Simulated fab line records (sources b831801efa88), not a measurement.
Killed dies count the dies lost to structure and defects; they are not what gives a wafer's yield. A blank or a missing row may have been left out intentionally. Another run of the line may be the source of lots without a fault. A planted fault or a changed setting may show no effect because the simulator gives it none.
Which of the tools did it? | flow sky130 | 30 wafers from 10 lots sampled at 6 of the route's 708 steps

== WHAT EACH GAUGE READ, for each wafer ==
SKY_METAL3_CD_MEAS_13: the cd target is 300 nm.
lot  | measured     | on        | cd_nm (nm)
L521 | day 38 12:49 | cd_sem-02 | 302.9 302.7 303.2
L526 | day 40 11:32 | cd_sem-02 | 299.5 299.8 298.7
L527 | day 40 11:52 | cd_sem-02 | 301.4 299.9 301.0
L533 | day 42 09:56 | cd_sem-02 | 300.3 299.7 299.0
L535 | day 42 22:58 | cd_sem-01 | 300.7 300.8 298.4
L536 | day 43 09:02 | cd_sem-01 | 297.9 299.3 298.9
L541 | day 44 07:52 | cd_sem-02 | 298.1 298.0 298.3
L542 | day 44 12:52 | cd_sem-01 | 301.3 298.2 299.5
L543 | day 44 18:10 | cd_sem-01 | 299.8 298.7 299.7
L544 | day 45 02:16 | cd_sem-01 | 301.7 302.3 302.0

SKY_VIA3_RS_MEAS_22: the measuring method here is four-point-probe.
lot  | measured     | on            | VIA3_W_RS (ohm/sq)
L521 | day 39 16:21 | film_metro-01 | 0.296 0.292 0.293
L526 | day 41 14:45 | film_metro-04 | 0.302 0.295 0.300
L527 | day 41 15:12 | film_metro-01 | 0.297 0.291 0.296
L533 | day 43 11:22 | film_metro-01 | 0.370 0.374 0.299
L535 | day 44 01:05 | film_metro-02 | 0.298 0.372 0.296
L536 | day 44 09:58 | film_metro-02 | 0.296 0.373 0.294
L541 | day 45 08:48 | film_metro-04 | 0.300 0.295 0.299
L542 | day 45 14:35 | film_metro-02 | 0.294 0.297 0.293
L543 | day 45 18:30 | film_metro-04 | 0.291 0.294 0.294
L544 | day 46 02:15 | film_metro-01 | 0.295 0.295 0.293

SKY_VIA3_THK_MEAS_23: measures by xrf.
lot  | measured     | on            | VIA3_W_THK (nm)
L521 | day 39 16:28 | film_metro-01 | 417 423 421
L526 | day 41 14:52 | film_metro-04 | 411 416 409
L527 | day 41 15:19 | film_metro-01 | 414 420 415
L533 | day 43 11:28 | film_metro-01 | 326 324 411
L535 | day 44 01:13 | film_metro-02 | 405 323 409
L536 | day 44 10:04 | film_metro-02 | 410 322 413
L541 | day 45 08:55 | film_metro-04 | 413 418 412
L542 | day 45 14:43 | film_metro-02 | 409 406 413
L543 | day 45 18:36 | film_metro-04 | 421 421 420
L544 | day 46 02:21 | film_metro-01 | 412 412 418

== WHAT TOOL EACH LOT RAN ON (gives the tool, then ch and the chambers of the sampled wafers, and finally the start) ==
lot  | SKY_METAL3_METAL_ETCH_18          | SKY_VIA3_STRIP_16                    | SKY_VIA3_CVD_21
L521 | rie_metal-03 ch 0, day 38 13:07   | plasma_asher-03 ch 0,1, day 39 15:34 | cvd_w-01 ch 0,1, day 39 16:14
L526 | rie_metal-03 ch 0,1, day 40 11:49 | plasma_asher-02 ch 0, day 41 13:55   | cvd_w-02 ch 0,1, day 41 14:37
L527 | rie_metal-01 ch 0,1, day 40 12:10 | plasma_asher-03 ch 0,1, day 41 14:26 | cvd_w-02 ch 0,1, day 41 15:05
L533 | rie_metal-03 ch 0,1, day 42 10:16 | plasma_asher-02 ch 0,1, day 43 10:34 | cvd_w-02 ch 0,1, day 43 11:13
L535 | rie_metal-03 ch 0,1, day 42 23:16 | plasma_asher-02 ch 0,1, day 44 00:17 | cvd_w-02 ch 0,1, day 44 00:58
L536 | rie_metal-01 ch 0,1, day 43 09:19 | plasma_asher-03 ch 0,1, day 44 09:10 | cvd_w-02 ch 0,1, day 44 09:49
L541 | rie_metal-01 ch 0,1, day 44 08:19 | plasma_asher-03 ch 0,1, day 45 08:01 | cvd_w-01 ch 0,1, day 45 08:41
L542 | rie_metal-04 ch 1, day 44 13:10   | plasma_asher-01 ch 0,1, day 45 13:49 | cvd_w-01 ch 0,1, day 45 14:28
L543 | rie_metal-03 ch 0,1, day 44 18:37 | plasma_asher-02 ch 0,1, day 45 17:43 | cvd_w-01 ch 0,1, day 45 18:22
L544 | rie_metal-04 ch 0,1, day 45 02:37 | plasma_asher-03 ch 0,1, day 46 01:28 | cvd_w-01 ch 0,1, day 46 02:08
- SKY_METAL3_METAL_ETCH_18: etches the open film in Cl2/BCl3, stops on SiO2, target depth 845 nm, time 183.1 s.
- SKY_VIA3_STRIP_16: strips in O2/N2.
- SKY_VIA3_CVD_21: deposits W, target thk 390 nm, time 117.31 s.

== WHAT THE TOOLS THEMSELVES READ (means of the sampled wafers that have a number; where no wafer has one, the mark that the record gives instead) ==
SKY_METAL3_METAL_ETCH_18.
lot  | tool         | chamber_pressure_mTorr (mTorr) | drypump_motor_current_A (A) | mfc_cl2_sccm (sccm) | oes_product_au (a.u.) | throttle_valve_pct (%)
L521 | rie_metal-03 | 10.006                         | 5.1                         | 60.09               | 0.860                 | 22.268
L526 | rie_metal-03 | 9.996                          | 5.4                         | 60.12               | 0.857                 | 22.269
L527 | rie_metal-01 | 9.997                          | 5.3                         | 60.17               | 0.864                 | 22.271
L533 | rie_metal-03 | 9.994                          | 5.4                         | 60.01               | 0.871                 | 22.247
L535 | rie_metal-03 | 10.000                         | 5.7                         | 60.01               | 0.861                 | 22.257
L536 | rie_metal-01 | 9.980                          | 5.3                         | 60.02               | 0.872                 | 22.263
L541 | rie_metal-01 | 9.993                          | 5.3                         | 59.97               | 0.860                 | 22.267
L542 | rie_metal-04 | 9.993                          | 4.9                         | 59.78               | 0.870                 | 22.252
L543 | rie_metal-03 | 10.010                         | 5.5                         | 59.95               | 0.857                 | 22.260
L544 | rie_metal-04 | 9.999                          | 5.2                         | 60.04               | 0.861                 | 22.271

SKY_VIA3_STRIP_16.
lot  | tool            | chamber_pressure_mTorr (mTorr) | drypump_motor_current_A (A) | oes_product_au (a.u.) | strip_time_to_endpoint_s (s)
L521 | plasma_asher-03 | 1499.7                         | 5.3                         | 0.404                 | 4.147
L526 | plasma_asher-02 | 1499.6                         | 5.4                         | 0.405                 | 4.146
L527 | plasma_asher-03 | 1500.0                         | 5.3                         | 0.401                 | 4.126
L533 | plasma_asher-02 | 1499.1                         | 5.6                         | 0.399                 | 4.106
L535 | plasma_asher-02 | 1499.4                         | 5.6                         | 0.400                 | 4.121
L536 | plasma_asher-03 | 1500.6                         | 5.3                         | 0.404                 | 4.112
L541 | plasma_asher-03 | 1500.0                         | 5.4                         | 0.403                 | 4.115
L542 | plasma_asher-01 | 1499.6                         | 6.1                         | 0.400                 | 4.118
L543 | plasma_asher-02 | 1499.0                         | 5.6                         | 0.403                 | 4.162
L544 | plasma_asher-03 | 1499.6                         | 5.4                         | 0.406                 | 4.119

SKY_VIA3_CVD_21.
lot  | tool     | chamber_pressure_Torr (Torr) | heater_power_w (W)
L521 | cvd_w-01 | 40.02                        | 844
L526 | cvd_w-02 | 39.99                        | 909
L527 | cvd_w-02 | 40.04                        | 912
L533 | cvd_w-02 | 30.14                        | 964
L535 | cvd_w-02 | 34.95                        | 936
L536 | cvd_w-02 | 34.88                        | 924
L541 | cvd_w-01 | 39.90                        | 851
L542 | cvd_w-01 | 39.98                        | 845
L543 | cvd_w-01 | 39.97                        | 846
L544 | cvd_w-01 | 39.89                        | 845

== THE ANSWER, worked out from the rows above alone ==
Rule: the usual values come from the lots themselves. The widest of any qualifying gaps counts: lots, ordered by their means at a reading, are off when they make up no more than a third of the lots, leave a main group of 4 or more, and stand apart from it by 3 or more times the standard deviation of that group's means. A main group whose means are all the same, to the digits that the tables above print for the reading, isn't used. Also off: a lot with no number at a reading for which 4 or more lots have one. The other lots that the step has rows for count as sound. First the gauges in route order, then the tools' own readings, where a lot's mean is used as printed above. The first step at which some lot is off is used, and at that step the reading that is off furthest; a lot without a number counts as furthest.
Off: at SKY_VIA3_RS_MEAS_22 (VIA3_W_RS), L533, L535, L536. Mean 0.295 ohm/sq and standard deviation 0.0021 in the main group.
If a tool, at a process step before that reading, ran all the lots that are off and no sound lot after the first of them, it fits. The gauges at SKY_VIA3_RS_MEAS_22 aren't tried: what is off there is off at SKY_VIA3_CVD_21 too, on other tools, and a gauge's error can't cause that. One candidate fits, namely cvd_w-02 at SKY_VIA3_CVD_21. A fault onset in the window from L527 (day 41 15:05, its last sound lot) to L533 (day 43 11:13, its first lot off) fits.
On the lots that are off, the tool's own readings at SKY_VIA3_CVD_21 differ by more than 5 times the standard deviation of the sound lots' means, which bears it out; chamber_pressure_Torr reads 33.32 Torr there versus 39.97 Torr on the sound lots.

== WHAT HAD BEEN PUT IN BY THE SIMULATOR ==
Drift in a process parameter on cvd_w-02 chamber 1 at SKY_VIA3_CVD_21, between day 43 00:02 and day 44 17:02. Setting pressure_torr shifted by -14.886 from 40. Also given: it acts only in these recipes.
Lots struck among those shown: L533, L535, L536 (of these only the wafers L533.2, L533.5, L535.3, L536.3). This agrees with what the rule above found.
